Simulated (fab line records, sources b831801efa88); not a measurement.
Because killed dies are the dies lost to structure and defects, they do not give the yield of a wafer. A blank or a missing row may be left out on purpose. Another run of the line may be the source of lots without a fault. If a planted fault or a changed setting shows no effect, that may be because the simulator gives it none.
A lot that was struck, set against a sound lot -- flow sky130 -- 24 out of 708 route steps
Sound: the wafers L406.1, L406.2, L406.3. The struck wafers were L402.3, L402.5, L402.6. The cause comes at the end.
At each step with rows: each side's tool, then ch and its chambers, then its first start. Under that, the readings that differ: sound wafers -- struck wafers -- difference of the means -- sigmas: that difference in standard deviations of wafers without a fault.
alike: readings with means less than 2 such deviations apart, plus words and numbers identical on both sides. not compared: withheld readings, readings lacking a value on some wafer, bounds such as >300 that could conceal the same value, and numbers that have no deviation in the record and whose values overlap.
A row with sigmas, a row that says differs or no value, or rows on one side alone: a step with any of these is where the two part. When numbers do not overlap yet have no deviation, they are printed without sigmas and do not part them. Lack of a reading on every wafer of one side parts them only where that side has two or more wafers.

first, 8 steps without rows for these wafers: SKY_RES_XHIGH_DEHYDRATE_00 (time 60 s); SKY_RES_XHIGH_HMDS_01 (prime time 60 s); SKY_RES_XHIGH_COAT_02 (resist thk 1140 nm); SKY_RES_XHIGH_SOFTBAKE_03 (time 60 s); SKY_RES_XHIGH_EXPOSE_04 (exposes mask URPM, target cd 1270 nm); SKY_RES_XHIGH_PEB_05; SKY_RES_XHIGH_DEVELOP_06 (develop time 60 s); SKY_RES_XHIGH_IMPLANT_07.
SKY_RES_XHIGH_STRIP_08: strips in O2/N2.
  sound on plasmaAsher-01 ch 0,1, day 31 00:49; struck on plasmaAsher-01 ch 0,1, day 28 22:55
  alike: drypumpMotorCurrentA, oesProductAu, stripTimeToEndpointS
  not compared: rfHoursCounterH
SKY_RES_XHIGH_TW_MEAS_09:
  sound: filmMetro-01 at day 31 00:55; struck: filmMetro-01 at day 28 23:00
  alike: RES_XHIGH_TW
then, 2 steps without rows for these wafers: SKY_SD_N_DEHYDRATE_00 (time 60 s); SKY_SD_N_HMDS_01 (prime time 60 s).
SKY_SD_N_COAT_02: resist thk 1140 nm.
  sound on lithoTrack-01 ch 0, day 31 14:04; struck on lithoTrack-03 ch 0, day 29 13:07
reading,sound,struck,difference,sigmas
model.NOVOLAK_of_SD_N_COAT_02.thkNm (nm),1144 1142 1144,785.4 786 786.7,-357.3,
then, 3 steps without rows for these wafers: SKY_SD_N_SOFTBAKE_03 (time 60 s); SKY_SD_N_EXPOSE_04 (exposes mask NSDM, target cd 380 nm); SKY_SD_N_PEB_05.
SKY_SD_N_DEVELOP_06: develop time 60 s.
  sound on lithoTrack-04 ch 0, day 32 03:37; struck on lithoTrack-03 ch 0, day 30 03:16
reading,sound,struck,difference,sigmas
model.NOVOLAK_of_SD_N_COAT_02.thkNm (nm),1145 1142 1145,785.7 786.3 787,-357.7,
SKY_SD_N_CD_MEAS_07 targets a cd of 380 nm.
  sound: cdSem-01 at day 32 03:46; struck: cdSem-02 at day 30 03:24
reading,sound,struck,difference,sigmas
cdNm (nm),378 376 377,423 424 425,+47,+15
SKY_SD_N_OVL_MEAS_08:
  sound: overlay-01 at day 32 03:53; struck: overlay-02 at day 30 03:29
  alike: SD_N_OVL
then, 2 steps without rows for these wafers: SKY_SD_N_IMPLANT_09; SKY_SD_N_IMPLANT_10.
SKY_SD_N_STRIP_11: strips in O2/N2.
  sound on plasmaAsher-04 ch 0,1, day 32 04:13; struck on plasmaAsher-04 ch 0,1, day 30 03:51
reading,sound,struck,difference,sigmas
oesProductAu (a.u.),0.525 0.537 0.535,0.485 0.478 0.481,-0.051,-12
stripTimeToEndpointS (s),22.60 22.58 22.59,18.54 18.56 18.56,-4.04,-99 or more
  alike: drypumpMotorCurrentA
  not compared: rfHoursCounterH
SKY_SD_N_TW_MEAS_12:
  sound: filmMetro-01 at day 32 04:19; struck: filmMetro-01 at day 30 03:56
  alike: SD_N_TW
SKY_PAD_OPEN_PROBE_99:
  rows exist in the record for the sound wafers here (prober-02, day 49 00:20), none for the struck ones

## WHERE THEY PART
At SKY_SD_N_CD_MEAS_07 first; at SKY_PAD_OPEN_PROBE_99 last (within this record only).

WHY: what had been put in by the simulator
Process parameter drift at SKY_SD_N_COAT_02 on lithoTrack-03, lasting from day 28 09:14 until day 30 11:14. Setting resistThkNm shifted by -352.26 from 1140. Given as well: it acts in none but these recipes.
